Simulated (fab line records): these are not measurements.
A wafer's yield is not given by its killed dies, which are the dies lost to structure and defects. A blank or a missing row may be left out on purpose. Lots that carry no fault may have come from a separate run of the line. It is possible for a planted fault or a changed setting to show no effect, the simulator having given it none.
Tool commonality check    flow sky130    10 lots and 30 wafers in the sample

== WHAT PROMPTED THE OPENING ==
Of 10 lots, 3 have the reading VIA4_W_RS flagged at SKY_VIA4_RS_MEAS_19. Fault-free wafers read 0.226 ohm/sq, with a standard deviation of 0.0035.
Rule: flag the lot when none of its wafers has a number, or when each of its wafers that has one lies beyond 4 standard deviations from that mean. All remaining lots are regarded as sound.

lot   measured      on             VIA4_W_RS (ohm/sq), wafer by wafer  flag
L841  day 42 11:31  film-metro-02  0.112 0.114 0.113                   FLAGGED
L843  day 44 04:59  film-metro-03  0.113 0.111 0.113                   FLAGGED
L849  day 46 22:29  film-metro-03  0.223 0.223 0.227                   
L845  day 46 22:45  film-metro-01  0.113 0.113 0.112                   FLAGGED
L852  day 47 01:45  film-metro-01  0.227 0.220 0.229                   
L856  day 47 04:38  film-metro-01  0.229 0.224 0.222                   
L853  day 47 04:40  film-metro-02  0.228 0.231 0.234                   
L857  day 47 06:13  film-metro-01  0.226 0.227 0.226                   
L860  day 47 14:20  film-metro-03  0.222 0.228 0.231                   
L862  day 47 23:43  film-metro-01  0.230 0.225 0.233                   
Average over the flagged lots: 0.113 ohm/sq; offset from the usual -0.113 ohm/sq, equal to -32 standard deviations.

== WHICH TOOL RAN EACH LOT ==
The record holds 3 process steps before the reading, out of a route of 708 steps. In each cell: the tool, then ch and the chambers that the sampled wafers went through, then the start.
lot   flag     SKY_METAL4_SPUTTER_03         SKY_CAP2M_SPUTTER_02          SKY_VIA4_CVD_18
L841  FLAGGED  pvd-sputter-01, day 39 09:58  pvd-sputter-02, day 39 10:07  cvd-w-01 ch 0,1, day 42 11:02
L843  FLAGGED  pvd-sputter-01, day 41 04:05  pvd-sputter-04, day 41 04:17  cvd-w-02 ch 0,1, day 44 04:20
L849           pvd-sputter-01, day 44 04:46  pvd-sputter-04, day 44 04:55  cvd-w-02 ch 0,1, day 46 22:20
L845  FLAGGED  pvd-sputter-01, day 44 04:16  pvd-sputter-04, day 44 04:25  cvd-w-01 ch 0,1, day 46 22:10
L852           pvd-sputter-04, day 44 07:23  pvd-sputter-03, day 44 07:32  cvd-w-02 ch 0,1, day 47 01:36
L856           pvd-sputter-02, day 44 12:13  pvd-sputter-03, day 44 12:22  cvd-w-02 ch 0,1, day 47 04:28
L853           pvd-sputter-01, day 44 11:15  pvd-sputter-04, day 44 11:24  cvd-w-01 ch 0,1, day 47 04:31
L857           pvd-sputter-04, day 44 12:32  pvd-sputter-02, day 44 12:41  cvd-w-01 ch 0,1, day 47 06:04
L860           pvd-sputter-01, day 44 22:20  pvd-sputter-04, day 44 22:29  cvd-w-02 ch 0,1, day 47 14:11
L862           pvd-sputter-04, day 45 07:13  pvd-sputter-02, day 45 07:22  cvd-w-02 ch 0,1, day 47 23:32
These steps, and what they do:
- SKY_METAL4_SPUTTER_03: material Ti, target thk 5 nm, time 3.3 s.
- SKY_CAP2M_SPUTTER_02: material TiN, target thk 200 nm, time 166.7 s.
- SKY_VIA4_CVD_18: deposits W, target thk 505 nm, time 152.14 s.
- SKY_VIA4_RS_MEAS_19: measures by four-point-probe.

== FLAGGED AGAINST TOTAL, ONE TOOL AT A TIME (gauges that did the reading follow at the end) ==
step                   tool            lots run  flagged  share of the flagged lots  sound lots run after its first flagged lot
SKY_METAL4_SPUTTER_03  pvd-sputter-01  6         3        all                        3 (L849,L853,L860)
SKY_METAL4_SPUTTER_03  pvd-sputter-02  1         0        none                       -
SKY_METAL4_SPUTTER_03  pvd-sputter-04  3         0        none                       -
SKY_CAP2M_SPUTTER_02   pvd-sputter-02  3         1        some                       2 (L857,L862)
SKY_CAP2M_SPUTTER_02   pvd-sputter-03  2         0        none                       -
SKY_CAP2M_SPUTTER_02   pvd-sputter-04  5         2        some                       3 (L849,L853,L860)
SKY_VIA4_CVD_18        cvd-w-01        4         2        some                       2 (L853,L857)
SKY_VIA4_CVD_18        cvd-w-02        6         1        some                       5 (L849,L852,L856,L860,L862)
SKY_VIA4_RS_MEAS_19    film-metro-01   5         1        some                       4 (L852,L856,L857,L862)
SKY_VIA4_RS_MEAS_19    film-metro-02   2         1        some                       1 (L853)
SKY_VIA4_RS_MEAS_19    film-metro-03   3         1        some                       2 (L849,L860)

== WHAT THE TABLE PERMITS ==
In the table, 1 row covers all flagged lots: pvd-sputter-01 at SKY_METAL4_SPUTTER_03.
- pvd-sputter-01 at SKY_METAL4_SPUTTER_03 ran 6 lots, 3 of them flagged. Lots that were sound ran on it after the first flagged one (L849, L853, L860); a persistent fault on the entire tool would not allow that.
No row of the table ran every flagged lot and no sound lot after the first.

== WHAT THE SIMULATOR HAD INSERTED ==
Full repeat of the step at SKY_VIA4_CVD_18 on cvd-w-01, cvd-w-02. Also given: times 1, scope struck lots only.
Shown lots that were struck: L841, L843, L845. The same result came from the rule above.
